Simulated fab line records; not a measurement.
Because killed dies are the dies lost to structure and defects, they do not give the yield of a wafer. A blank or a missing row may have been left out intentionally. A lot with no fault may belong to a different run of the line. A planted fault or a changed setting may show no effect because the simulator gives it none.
fab line records	flow sky130
[record] lots = 4	wafers = 12	last-day = 50
route steps=708 shown VIA2@527 METAL3@532 CAPM@537 PAD_OPEN@708
lots that met no fault: taken from a fault-free run of the same line
start-h: start of the lot's first displayed wafer, in hours after the record's first day	wait-h: hours from the lot's prior step to this one	" identical to the entry in the row above	L1.1+2: several wafers, shown together as one row	- either no value or no given start	* or withheld: withheld	< > ~ a bound
route shown NAME@n: names a module that has steps shown in the file, with the first one's number in the route	usual: the fault-free wafers' mean and standard deviation	same: alike in all rows	chamber/n: place in a boat	sites: readings site by site	_std_site: the values' standard deviation	_edge_site: inner sites' mean taken away from outer sites' mean	radius-mm: for every site, how far away it sits from the centre of the wafer	mask NAME#n: copy n	behind: the tool/chamber that last shaped the wafer	hold: why the lot was held/for how many hours/how that ended	device: whichever transistor did not switch (one of n, p or np)	end of line: at the end of the route, the tests of the same wafers	a step given without rows: its recipe and nothing more	killed: the dies lost at the first sort to structure and to defects; this is not the yield of the wafer	map: a wafer's dies, x killed, . not, _ none there
set.NAME: the setting that was run; set.NAME@STEP: the one run at that earlier step	model.NAME: the simulator's own value behind a step, which no gauge read
a table for each step, a row for each wafer; lots at some steps of the route
services: a tool's chamber out of use, with start hour (start-h, from the record's first day; less than 0 if before it), hours out, and reason
[[steps]]
[step SKY_VIA2_SPUTTER_20]
[recipe] material = TiN	target-thk-nm = 20	chamber-pressure-pa = 5	power-w = 4000	time-s = 80
[step SKY_VIA2_CVD_21]
[recipe] material = W	target-thk-nm = 420	time-s = 126.4	temp-c = 400	pressure-torr = 40
[step SKY_VIA2_CMP_24]
[recipe] stop-on = SiO2	t-overpolish-s = 20	down-force-psi = 3.5	platen-rpm = 60	target-thk-nm = 0	pad-velocity-m-s = 0.94248
[step SKY_METAL3_SPUTTER_00]
[recipe] material = Ti	target-thk-nm = 15	power-w = 3000	time-s = 10	chamber-pressure-pa = 0.4
[step SKY_METAL3_SPUTTER_01]
[recipe] material = TiN	target-thk-nm = 20	power-w = 6500	time-s = 16.7	chamber-pressure-pa = 0.4
[step SKY_METAL3_SPUTTER_02]
[recipe] material = AlCu	target-thk-nm = 735	power-w = 10600	time-s = 39.1	chamber-pressure-pa = 0.4
[step SKY_METAL3_SPUTTER_03]
[recipe] material = Ti	target-thk-nm = 5	power-w = 3000	time-s = 3.3	chamber-pressure-pa = 0.4
[step SKY_METAL3_SPUTTER_04]
[recipe] material = TiN	target-thk-nm = 70	power-w = 6500	time-s = 58.3	chamber-pressure-pa = 0.4
[step SKY_CAPM_CVD_00]
[recipe] material = SiO2	target-thk-nm = 15.5	temp-c = 400	time-s = withheld	rf-w = 450
[step SKY_CAPM_SPUTTER_02]
[recipe] material = TiN	target-thk-nm = 200	temp-c = 300	power-w = 6500	time-s = 166.7	chamber-pressure-pa = 0.4
[usual] cathode-dc-power-W = 6500.2/1.3	chamber-pressure-pa = 0.3999/0.00077	throttle-valve-pct = 29.3/1
lot.wafer	tool	chamber	start-h	wait-h	cathode-dc-power-W	chamber-pressure-pa	throttle-valve-pct	model.TiN_of_CAPM_SPUTTER_02.thk-nm
L965.1	pvd-sputter-03	-	953.69	0.1	6500.4	0.3999	29.3	200.1
L965.2	"	-	"	"	6501.4	0.3991	29.3	200.4
L965.6	"	-	"	"	6500.1	0.3988	27.4	141.4
L966.2	pvd-sputter-03	-	956.42	0.0	6499.9	0.3984	29.6	199.1
L966.5	"	-	"	"	6499.7	0.3987	29.5	198.7
L966.6	"	-	"	"	6499.1	0.3994	27.1	140.4
L971.1	pvd-sputter-01	-	989.79	0.1	6501.6	0.4009	28.8	199.1
L971.2	"	-	"	"	6500.5	0.4004	31.0	201.6
L971.3	"	-	"	"	6501.6	0.3985	29.0	201
L973.1	pvd-sputter-04	-	997.42	0.1	6501.7	0.3997	29.6	202.2
L973.3	"	-	"	"	6500.0	0.4010	31.0	205.5
L973.5	"	-	"	"	6499.5	0.4009	31.2	204.5
[step SKY_CAPM_RS_MEAS_03]
[recipe] thk-meas-gauge = four-point-probe	reads = TiN_of_CAPM_SPUTTER_02
[usual] CAPM_TIN_RS = 6.89/0.058
lot.wafer	tool	chamber	start-h	wait-h	CAPM_TIN_RS[ohm/sq]
L965.1	film-metro-04	-	953.80	0.1	6.90
L965.2	"	-	"	"	6.89
L965.6	"	-	"	"	9.84
L966.2	film-metro-04	-	956.55	0.1	6.92
L966.5	"	-	"	"	6.93
L966.6	"	-	"	"	9.92
L971.1	film-metro-03	-	989.90	0.1	6.93
L971.2	"	-	"	"	6.87
L971.3	"	-	"	"	6.90
L973.1	film-metro-04	-	997.53	0.1	6.83
L973.3	"	-	"	"	6.71
L973.5	"	-	"	"	6.74
[step SKY_CAPM_THK_MEAS_04]
[recipe] thk-meas-gauge = xrf	reads = TiN_of_CAPM_SPUTTER_02
[usual] CAPM_TIN_THK = 200.6/1.8
lot.wafer	tool	chamber	start-h	wait-h	CAPM_TIN_THK[nm]
L965.1	film-metro-04	-	953.92	0.1	201.0
L965.2	"	-	"	"	202.0
L965.6	"	-	"	"	142.4
L966.2	film-metro-04	-	956.66	0.1	198.9
L966.5	"	-	"	"	200.3
L966.6	"	-	"	"	140.5
L971.1	film-metro-03	-	990.02	0.1	198.6
L971.2	"	-	"	"	200.5
L971.3	"	-	"	"	200.7
L973.1	film-metro-04	-	997.65	0.1	201.6
L973.3	"	-	"	"	205.7
L973.5	"	-	"	"	203.6
[step SKY_CAPM_DEHYDRATE_05]
[recipe] temp-c = 200	time-s = 60
[step SKY_CAPM_HMDS_06]
[recipe] prime-time-s = 60	prime-temp-c = 120
[step SKY_CAPM_COAT_07]
[recipe] resist = NOVOLAK	spin-rpm = 3000	resist-thk-nm = 1140
[step SKY_CAPM_SOFTBAKE_08]
[recipe] temp-c = 90	time-s = 60	resist = NOVOLAK
[step SKY_CAPM_EXPOSE_09]
[recipe] mask-id = CAPM	na = 0.6	source-shape = conventional	sigma-outer = 0.6	polarization = unpolarized	target-cd-nm = 1000	dose-mj = 159
[step SKY_CAPM_PEB_10]
[recipe] temp-c = withheld	time-s = *	resist = NOVOLAK
[step SKY_CAPM_DEVELOP_11]
[recipe] resist = NOVOLAK	developer = TMAH	develop-time-s = 60	dev-temp-c = 23
[step SKY_CAPM_METAL_ETCH_13]
[recipe] target-depth-nm = 220	stop-on = SiO2	chemistry = Cl2/BCl3	target = TiN	pressure-mtorr = 10	icp-w = 900	bias-w = 48.5	Cl2_flow_sccm = 60	bcl3-flow-sccm = 30	time-s = 62.9
[usual] drypump-motor-current-A = 5.7/0.54	mfc-cl2-sccm = 59.96/0.17	oes-product-au = 0.942/0.0059	rf-fwd-power-W = 892.6/3	throttle-valve-pct = 21.901/0.0096
lot.wafer	tool	chamber	start-h	wait-h	drypump-motor-current-A	mfc-cl2-sccm	oes-product-au	rf-fwd-power-W	rf-hours-counter-h	throttle-valve-pct
L965.1	rie-metal-02	1	977.52	0.0	5.7	59.88	0.948	894.8	18	21.903
L965.2	"	1	"	"	5.8	59.93	0.938	891.5	-	21.909
L965.6	"	1	"	"	5.7	59.89	0.785	890.6	-	22.006
L966.2	rie-metal-03	0	979.62	0.0	5.6	59.85	0.942	894.7	8	21.920
L966.5	"	0	"	"	5.6	60.08	0.944	894.2	-	21.914
L966.6	"	1	"	"	5.1	59.93	0.774	896.5	-	22.016
L971.1	rie-metal-03	0	1013.22	0.0	5.5	59.91	0.940	893.2	10	21.896
L971.2	"	1	"	"	5.1	59.92	0.942	890.2	15	21.900
L971.3	"	1	"	"	5.1	60.21	0.942	887.7	-	21.895
L973.1	rie-metal-03	0	1020.67	0.0	5.5	59.92	0.943	892.5	11	21.906
L973.3	"	0	"	"	5.5	59.86	0.949	893.4	-	21.891
L973.5	"	0	"	"	5.5	59.85	0.952	891.7	-	21.889
[step SKY_CAPM_STRIP_14]
[recipe] chemistry = O2/N2	power-w = 1400	pressure-mtorr = 1500	platen-temp-c = withheld	o2-flow-sccm = 3000	n2-flow-sccm = 300	overash-fraction = 0.5
[step SKY_CAPM_STRIP_15]
[recipe] chemistry = post-etch-residue-remover	time-s = 1200	temp-c = 72.5
[step SKY_CAPM_CLEAN_16]
[recipe] chemistry = IPA	time-s = 180	temp-c = 25
[step SKY_CAPM_CLEAN_17]
[recipe] chemistry = O3/DIW	dry = n2-spin
[step SKY_METAL3_DEHYDRATE_05]
[recipe] temp-c = 200	time-s = 60
[step SKY_METAL3_HMDS_06]
[recipe] prime-time-s = 60	prime-temp-c = 120
[step SKY_METAL3_COAT_07]
[recipe] resist = BARC	temp-c = withheld	time-s = withheld	spin-rpm = 3000	resist-thk-nm = 60
[step SKY_METAL3_COAT_08]
[recipe] resist = KrF-thick	spin-rpm = 3000	resist-thk-nm = 1140
[step SKY_METAL3_SOFTBAKE_09]
[recipe] temp-c = 100	time-s = 90	resist = KrF-thick
[step SKY_METAL3_EXPOSE_10]
[recipe] mask-id = MM3	na = 0.68	source-shape = annular	sigma-inner = 0.4	sigma-outer = 0.8	target-cd-nm = 300	dose-mj = 28
[step SKY_METAL3_PEB_11]
[recipe] peb-temp-c = withheld	peb-time-s = withheld	resist = KrF-thick
[step SKY_METAL3_DEVELOP_12]
[recipe] develop-time-s = 60	resist = KrF-thick	dev-temp-c = 21
[step SKY_METAL3_DESCUM_15]
[recipe] chemistry = O2	source-power-w = 150	bias-power-w = 0	pressure-mtorr = 10	temp-c = 40	time-s = 8
[step SKY_METAL3_ETCH_16]
[recipe] chemistry = N2/H2	target = BARC	ion-energy-ev = 200	bias-w = 100	pressure-mtorr = 30	n2-flow-sccm = 100	h2-flow-sccm = 200	icp-w = 500	stop-on = SiO2	time-s = 88.2	target-depth-a = 600
[step SKY_METAL3_ETCH_17]
[recipe] target = SiO2	stop-on = TiN	chemistry = C4F8/O2/Ar	source-w = 1500	bias-w = 1200	pressure-mtorr = 40	c4f8-flow-sccm = withheld	O2_flow_sccm = 6	Ar_flow_sccm = 300	time-s = 3.9	target-depth-a = 150
[step SKY_METAL3_METAL_ETCH_18]
[recipe] target-depth-a = 8450	stop-on = SiO2	over-etch-frac = 0.3	time-s = 183.1	chemistry = Cl2/BCl3	resist-sidewall-deg = 88	pressure-mtorr = 10	icp-w = 900	bias-w = 48.5	Cl2_flow_sccm = 60	bcl3-flow-sccm = 30
[step SKY_METAL3_STRIP_20]
[recipe] chemistry = post-etch-residue-remover	time-s = 1200	temp-c = 72.5
lot.wafer	tool	chamber	start-h	wait-h	model.TiN_of_CAPM_SPUTTER_02.thk-nm
L965.1	wet-bench-01	2	1002.58	0.1	199.3
L965.2	"	2	"	"	199.5
L965.6	"	2	"	"	140.5
L966.2	wet-bench-01	3	1003.46	0.1	198.3
L966.5	"	3	"	"	197.9
L966.6	"	3	"	"	139.6
L971.1	wet-bench-01	0	1037.56	0.1	198.3
L971.2	"	0	"	"	200.8
L971.3	"	0	"	"	200.2
L973.1	wet-bench-04	0	1044.61	0.1	201.4
L973.3	"	0	"	"	204.7
L973.5	"	0	"	"	203.6
[step SKY_PAD_OPEN_PROBE_99]
[usual] defect-limited-yield = 82.5/1.9	killed_at_M0_to_M3 = 43/6.8	killed_at_M4_up = 3.0/1.6	killed-at-contacts = 25/6	killed-at-front-end = 15/4.4	killed-at-other = 0.3/0.52	killed-dies = 86/9.6	killed-open = 47/6.7	killed-short = 39/6.8	sort_bin_3_pad_short = 0.9/0.43	sort_bin_5_function = 10.3/1.5	sort_bin_6_memory = 6.3/1.1	sort-n-pass = 406/9.6	sort-yield-pct = 82.5/1.9
[same] gross-dies = 492	killed-at-back-side = 0	sort_bin_4_leakage[%] = 0	sort_bin_8_speed[%] = 0
lot.wafer	tool	chamber	start-h	wait-h	defect-limited-yield[%]	killed_at_M0_to_M3	killed_at_M4_up	killed-at-contacts	killed-at-front-end	killed-at-other	killed-dies	killed-open	killed-short	sort_bin_3_pad_short[%]	sort_bin_5_function[%]	sort_bin_6_memory[%]	sort-n-pass	sort-yield-pct[%]	model.etest.cap-mim.plate-ohm-sq	model.etest.cap-mim.bv-v	model.etest.cap-mim.leak-log10-a-cm2
L965.1	prober-01	-	1158.30	0.1	81.3	38	4	37	13	0	92	48	44	0.8	11.6	6.3	400	81.3	5.981	13.6	-9.018
L965.2	prober-01	-	1158.35	0.1	80.5	46	4	31	15	0	96	52	44	0.8	10.8	7.9	396	80.5	6.004	13.43	-8.816
L965.6	prober-01	-	1158.55	0.2	82.9	42	3	24	15	0	84	44	40	0.6	8.3	8.1	408	82.9	8.512	12.84	-8.365
L966.2	prober-02	-	1160.03	0.1	85.6	29	1	30	11	0	71	34	37	0.8	8.7	4.9	421	85.6	5.993	13.59	-8.72
L966.5	prober-02	-	1160.18	0.2	82.7	43	3	26	13	0	85	45	40	0.6	10.8	5.9	407	82.7	6.075	14.04	-8.955
L966.6	prober-02	-	1160.23	0.2	85.6	41	2	18	9	1	71	32	38	0.8	7.7	5.9	421	85.6	8.523	12.58	-8.346
L971.1	prober-01	-	1185.13	0.1	82.3	41	2	22	22	0	87	43	44	1.8	10.6	5.3	405	82.3	6.078	13.66	-9.118
L971.2	prober-01	-	1185.18	0.1	84.1	36	2	25	15	0	78	36	42	1.2	11.0	3.7	414	84.1	5.92	13.47	-9.106
L971.3	prober-01	-	1185.23	0.2	83.9	40	1	25	13	0	79	44	35	1.0	9.8	5.3	413	83.9	5.969	13.5	-8.94
L973.1	prober-01	-	1190.38	0.1	84.1	40	1	23	14	0	78	39	38	0.4	10.2	5.3	414	84.1	5.963	14.29	-9.095
L973.3	prober-01	-	1190.48	0.2	79.3	45	4	27	26	0	102	54	47	1.0	11.6	8.1	390	79.3	5.848	14.05	-9.199
L973.5	prober-01	-	1190.58	0.2	83.1	37	3	29	13	1	83	47	35	1.2	9.3	6.3	409	83.1	5.881	13.8	-9.23
// killed by level:class
L965.1 CONTACT:geometric-particle:open=11 VIA1:geometric-particle:open=10 LI_CONTACT:geometric-particle:open=9 CONTACT:geometric-particle:short=6 VIA1:geometric-particle:short=6 LOCAL_INTERCONNECT:geometric-particle:short=5 VIA3:geometric-particle:open=5 FIELD_ISO:geometric-particle:short=4
L965.2 CONTACT:geometric-particle:open=11 VIA3:geometric-particle:open=9 VIA1:geometric-particle:open=7 CONTACT:geometric-particle:short=7 POLY_GATE:geometric-particle:open=6 METAL3:geometric-particle:short=6 LI_CONTACT:geometric-particle:open=5 LOCAL_INTERCONNECT:geometric-particle:short=5
L965.6 VIA1:geometric-particle:open=11 CONTACT:geometric-particle:open=7 METAL2:geometric-particle:short=7 LOCAL_INTERCONNECT:geometric-particle:short=6 VIA2:geometric-particle:open=6 METAL1:geometric-particle:short=5 POLY_GATE:geometric-particle:short=4 LI_CONTACT:geometric-particle:open=4
L966.2 CONTACT:geometric-particle:open=9 LI_CONTACT:geometric-particle:open=7 LOCAL_INTERCONNECT:geometric-particle:short=7 VIA1:geometric-particle:open=7 FIELD_ISO:geometric-particle:short=5 CONTACT:geometric-particle:short=4 VIA1:geometric-particle:short=4 VIA3:geometric-particle:open=4
L966.5 VIA1:geometric-particle:open=11 CONTACT:geometric-particle:open=10 METAL2:geometric-particle:short=8 CONTACT:geometric-particle:short=7 VIA3:geometric-particle:open=6 METAL1:geometric-particle:short=5 LI_CONTACT:geometric-particle:open=4 VIA2:geometric-particle:open=4
L966.6 VIA1:geometric-particle:open=9 LI_CONTACT:geometric-particle:short=7 METAL1:geometric-particle:short=7 CONTACT:geometric-particle:open=5 FIELD_ISO:geometric-particle:open=4 METAL2:geometric-particle:short=4 VIA3:geometric-particle:short=4 CONTACT:geometric-particle:short=3
L971.1 VIA1:geometric-particle:open=7 LOCAL_INTERCONNECT:geometric-particle:short=6 VIA2:geometric-particle:open=6 FIELD_ISO:geometric-particle:open=5 POLY_GATE:geometric-particle:short=5 SPACER:geometric-particle:short=5 CONTACT:geometric-particle:open=5 METAL1:geometric-particle:open=5
L971.2 LI_CONTACT:geometric-particle:open=10 VIA2:geometric-particle:open=7 CONTACT:geometric-particle:short=5 CONTACT:geometric-particle:open=5 VIA1:geometric-particle:open=5 FIELD_ISO:geometric-particle:short=4 POLY_GATE:geometric-particle:open=4 VIA3:geometric-particle:open=4
L971.3 CONTACT:geometric-particle:open=11 VIA1:geometric-particle:open=9 METAL2:geometric-particle:short=7 POLY_GATE:geometric-particle:open=6 VIA1:geometric-particle:short=6 VIA2:geometric-particle:open=6 CONTACT:geometric-particle:short=4 POLY_GATE:geometric-particle:short=4
L973.1 CONTACT:geometric-particle:open=10 VIA2:geometric-particle:open=9 LI_CONTACT:geometric-particle:short=6 VIA1:geometric-particle:short=6 METAL2:geometric-particle:short=5 VIA3:geometric-particle:open=5 POLY_GATE:geometric-particle:short=4 VIA1:geometric-particle:open=4
L973.3 LI_CONTACT:geometric-particle:open=11 VIA1:geometric-particle:open=8 CONTACT:geometric-particle:open=7 VIA3:geometric-particle:open=7 VIA2:geometric-particle:open=7 FIELD_ISO:geometric-particle:short=6 FIELD_ISO:geometric-particle:open=5 METAL1:geometric-particle:short=5
L973.5 CONTACT:geometric-particle:open=12 VIA2:geometric-particle:open=9 VIA1:geometric-particle:open=9 LI_CONTACT:geometric-particle:open=6 LI_CONTACT:geometric-particle:short=5 LOCAL_INTERCONNECT:geometric-particle:short=5 FIELD_ISO:geometric-particle:open=4 METAL1:geometric-particle:short=4
[[services]]
tool	chamber	start-h	hours	kind
rie-metal-02	-	937.76	2.8	pm
rie-metal-02	0	962.56	-	clean
rie-metal-02	0	962.56	23.4	scheduled-down
rie-metal-02	0	962.56	23.4	vent-cycle
rie-metal-03	-	1024.43	2.8	pm
pvd-sputter-04	-	1029.32	9.2	repair
[[key]]
[first-sign] step = SKY_CAPM_RS_MEAS_03	reading = CAPM_TIN_RS	direction = up	sigmas = 51	usual = 6.89	struck = 9.88
[effect] step = SKY_CAPM_THK_MEAS_04	reading = CAPM_TIN_THK	direction = down	sigmas = 32	usual = 200.6	struck = 141.4
[effect] step = SKY_CAPM_METAL_ETCH_13	reading = oes-product-au	direction = down	sigmas = 28	usual = 0.942	struck = 0.779
[model-effect] step = SKY_CAPM_SPUTTER_02	value = TiN_of_CAPM_SPUTTER_02.thk-nm	without = 200.5	struck = 140.9
[model-effect] step = SKY_METAL3_STRIP_20	value = TiN_of_CAPM_SPUTTER_02.thk-nm	without = 199.7	struck = 140.1
[model-effect] step = SKY_PAD_OPEN_PROBE_99	value = etest.cap-mim.plate-ohm-sq	without = 5.985	struck = 8.517
met-at SKY_CAPM_SPUTTER_02
struck-wafers L965.6,L966.6
[fault] kind = process-parameter-drift	tool = pvd-sputter-03	chamber = -	onset-h = 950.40	steps = SKY_CAPM_SPUTTER_02	channel = target-thk-nm	offset = -59.608	shape = step	end-h = 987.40	scope = struck-wafers-only	acts-in = these-recipes-only	stated = 200
